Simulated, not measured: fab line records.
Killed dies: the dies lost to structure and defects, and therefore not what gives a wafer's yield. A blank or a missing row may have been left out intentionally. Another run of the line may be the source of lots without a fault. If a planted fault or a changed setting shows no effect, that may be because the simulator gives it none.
Code-filled problem report in 8D (eight disciplines) form ; flow gf180mcu ; the parts of the form that need people (team, actions taken, sign-off) are left out

== 1. THE PROBLEM ==
Wafers without a fault read 418.8 nm, standard deviation 1.7; cd-nm at GF_SAB_CD_MEAS_09 reads a mean of 407.9 nm on 6 wafers belonging to 2 lots. That puts it -6.4 standard deviations away from the usual mean.
The step: target cd 420 nm.
The first sign was on wafer L511.2 at day 19 06:50, on cd-sem-01. Wafers with a number at this step in the record: 36, from 12 lots. The rule behind "out" and "out of limits": a value lying over 4 standard deviations away from the usual mean. The other wafers with a number count as sound.

== 2. WHAT IT IS AND WHAT IT IS NOT ==
question;is;is not
which readings at this step;cd-nm;-
which lots;L511, L513;L499, L500, L503, L504, L505, L518, L519, L520, L521, L522
which wafers of those lots;all that have a number;-
read on which gauges;cd-sem-01, cd-sem-02;-
when;from day 19 06:50;"up to then (15 sound wafers); but 15 sound wafers of L518, L519, L520, L521, L522 came after"

== 3. WHAT RULES OUT EACH SUSPECT ==
Counting: any tool at a process step up to the reading is kept as a suspect provided that every lot that is out went through it and no sound lot did after the first of them.
- ruled out: the gauge at GF_SAB_CD_MEAS_09. Those wafers that are out were read across 2 gauges (cd-sem-01, cd-sem-02).
- litho-track-03 at GF_SAB_COAT_04 (resist thk 1000 nm): ruled out as a lasting fault. The sound lots L519 went through it after L511, its earliest lot that is out (day 18 19:03).
Left after counting: nothing in the record.

== 4. THE CAUSE (what the simulator had put in) ==
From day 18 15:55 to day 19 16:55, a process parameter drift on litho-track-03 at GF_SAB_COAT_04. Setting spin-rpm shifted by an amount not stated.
The count ruled it out by mistake, since the rule takes a fault to strike every lot its tool runs from the start of the fault on, and this one did not do so.

== 5. THE CHAIN OF EFFECTS, in route order ==
Each row: a reading where the mean over the struck wafers with a number is more than 3 standard deviations away from the usual. Only readings whose record carries a usual standard deviation are examined. hours: median over the lots of the time between each lot's start at the first step of this table that gives one and its start at this step. sigmas: the change, counted in usual standard deviations.
hours;step;reading;usual;on struck wafers;change;sigmas
0;GF_SAB_COAT_04;spin-speed-rpm;3000.2 rpm;3648.7;+648.5;+99 or more
12;GF_SAB_CD_MEAS_09;cd-nm;418.8 nm;407.9;-10.9;-6.4
12;GF_SAB_STRIP_13;strip-time-to-endpoint-s;12.60 s;11.50;-1.10;-34
It contains these process steps:
- GF_SAB_COAT_04: resist thk 1000 nm.
- GF_SAB_STRIP_13: strips in O2/N2.

== 6. HOW IT WOULD HAVE BEEN CAUGHT EARLIER ==
The first out-of-limits reading at a measuring or inspecting step in this record came at day 19 06:50, 15 hours after the fault's start at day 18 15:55.
At GF_SAB_COAT_04, the tool's own readings (spin-speed-rpm) were out on each struck wafer the step has a row for, so an alarm limit on them would have fired on the first such wafer.
